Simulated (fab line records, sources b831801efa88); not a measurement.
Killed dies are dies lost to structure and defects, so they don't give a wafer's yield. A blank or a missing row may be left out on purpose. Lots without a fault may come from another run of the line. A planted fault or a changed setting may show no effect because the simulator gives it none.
Which tool did it? | flow gf180mcu | 6 lots, 18 wafers sampled, at 3 steps of a route of 602

WHAT THE GAUGES READ, wafer by wafer
GF_POLY_GATE_CD_MEAS_10: target cd 280 nm.
lot  | measured     | on        | cd_nm (nm)
L775 | day 9 11:43  | cd_sem-01 | 280.5 279.5 281.4
L777 | day 10 01:35 | cd_sem-01 | 280.3 279.7 281.0
L783 | day 11 22:27 | cd_sem-02 | 241.7 241.8 241.6
L789 | day 13 16:30 | cd_sem-01 | 281.3 281.8 282.0
L795 | day 15 09:53 | cd_sem-01 | 279.5 278.6 279.8
L797 | day 16 05:18 | cd_sem-02 | 280.3 281.7 280.4

WHICH TOOL RAN EACH LOT (tool, then ch and the chambers of the sampled wafers, then the start)
lot  | GF_VT_IMPLANT_STRIP_09               | GF_POLY_GATE_SOFTBAKE_06
L775 | plasma_asher-04 ch 0,1, day 5 20:54  | litho_track-03 ch 0, day 9 03:00
L777 | plasma_asher-04 ch 0, day 6 08:21    | litho_track-03 ch 0, day 9 16:00
L783 | plasma_asher-03 ch 0,1, day 7 23:11  | litho_track-04 ch 0, day 11 12:00
L789 | plasma_asher-03 ch 0,1, day 9 14:08  | litho_track-01 ch 0, day 13 06:00
L795 | plasma_asher-03 ch 0,1, day 10 23:35 | litho_track-04 ch 0, day 14 22:00
L797 | plasma_asher-01 ch 0,1, day 11 16:06 | litho_track-01 ch 0, day 15 17:00
- GF_VT_IMPLANT_STRIP_09: strips in O2/N2.
- GF_POLY_GATE_SOFTBAKE_06: time 60 s.

THE ANSWER, worked out from the rows above alone
Rule: what is usual is taken from the lots themselves. Put in order of their means at a reading, lots are off if they are a third of the lots or fewer, leave a main group of 4 or more, and stand apart from it by a gap of 3 or more times the standard deviation of the main group's means; of several such gaps the widest counts. A main group whose means are all the same, to the digits that the tables above print for the reading, isn't used. A lot without any number at a reading at which 4 lots or more have one is off too. The other lots that the step has rows for count as sound.
Off: L783, at GF_POLY_GATE_CD_MEAS_10 (cd_nm). The main group: mean 280.5 nm, standard deviation 0.77.
A tool fits if, at a process step before that reading, it ran every lot that is off, and no sound lot after the first of them. The gauges at GF_POLY_GATE_CD_MEAS_10 are tried like those tools. None of those tried fits.

WHAT THE SIMULATOR HAD PUT IN
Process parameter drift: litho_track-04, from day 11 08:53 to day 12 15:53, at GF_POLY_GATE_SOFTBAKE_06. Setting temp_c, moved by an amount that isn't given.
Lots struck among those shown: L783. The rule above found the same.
